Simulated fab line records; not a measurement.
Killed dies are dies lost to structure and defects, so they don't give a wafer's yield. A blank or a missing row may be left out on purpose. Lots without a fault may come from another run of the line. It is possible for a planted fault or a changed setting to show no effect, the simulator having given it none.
Chamber matching || flow sky130 || 4 sister chambers for SKY_CONTACT_CMP_27 on cmp-01
The step polishes, stops on SiO2, t overpolish 15 s, target thk 0 nm. 4 wafers are shown with their chamber, then 11 later ones without.

## WAFERS WITH THEIR CHAMBER
{"wafer": "L087.1", "chamber": 0, "motorCurrentA (A)": 11.3}
{"wafer": "L087.2", "chamber": 2, "motorCurrentA (A)": 11.4}
{"wafer": "L087.4", "chamber": 3, "motorCurrentA (A)": 11.4}
{"wafer": "L089.2", "chamber": 1, "motorCurrentA (A)": 12.3}

## WAFERS WITH NO CHAMBER GIVEN
{"wafer": "L089.4", "motorCurrentA (A)": 11.0}
{"wafer": "L089.6", "motorCurrentA (A)": 13.6}
{"wafer": "L092.1", "motorCurrentA (A)": 12.0}
{"wafer": "L092.3", "motorCurrentA (A)": 13.6}
{"wafer": "L092.4", "motorCurrentA (A)": 11.2}
{"wafer": "L091.1", "motorCurrentA (A)": 11.2}
{"wafer": "L091.2", "motorCurrentA (A)": 13.7}
{"wafer": "L091.4", "motorCurrentA (A)": 11.8}
{"wafer": "L093.1", "motorCurrentA (A)": 11.4}
{"wafer": "L093.3", "motorCurrentA (A)": 12.6}
{"wafer": "L093.6", "motorCurrentA (A)": 12.7}

## WHICH CHAMBER EACH ONE RAN IN
{"wafer": "L089.4", "from the rows above": "can't be placed: 0 or 2 or 3 or 1", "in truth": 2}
{"wafer": "L089.6", "from the rows above": "can't be placed: 1 or 2 or 3 or 0", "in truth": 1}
{"wafer": "L092.1", "from the rows above": "can't be placed: 1 or 2 or 3 or 0", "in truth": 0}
{"wafer": "L092.3", "from the rows above": "can't be placed: 1 or 2 or 3 or 0", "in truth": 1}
{"wafer": "L092.4", "from the rows above": "can't be placed: 0 or 2 or 3 or 1", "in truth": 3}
{"wafer": "L091.1", "from the rows above": "can't be placed: 0 or 2 or 3 or 1", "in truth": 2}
{"wafer": "L091.2", "from the rows above": "can't be placed: 1 or 2 or 3 or 0", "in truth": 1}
{"wafer": "L091.4", "from the rows above": "can't be placed: 2 or 3 or 0 or 1", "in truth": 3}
{"wafer": "L093.1", "from the rows above": "can't be placed: 2 or 3 or 0 or 1", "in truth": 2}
{"wafer": "L093.3", "from the rows above": "can't be placed: 1 or 2 or 3 or 0", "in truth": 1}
{"wafer": "L093.6", "from the rows above": "can't be placed: 1 or 2 or 3 or 0", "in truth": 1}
Correct placement for 0 of the 11. Can't be placed from these rows: 11 (the true chamber is among the candidates in 11). Placed wrongly: 0.
How it was worked out, from the rows above alone: a wafer's distance from a chamber is the root of the sum, over the readings, of the square of ((its reading less the chamber's mean) divided by the reading's scatter). The wafer belongs to the nearest chamber; if the next one is less than 2 further off, it can't be placed. A chamber's mean is the mean of its shown wafers. The scatter: root of mean squared gap, hidden wafer to nearest shown wafer, with one shown wafer a chamber.
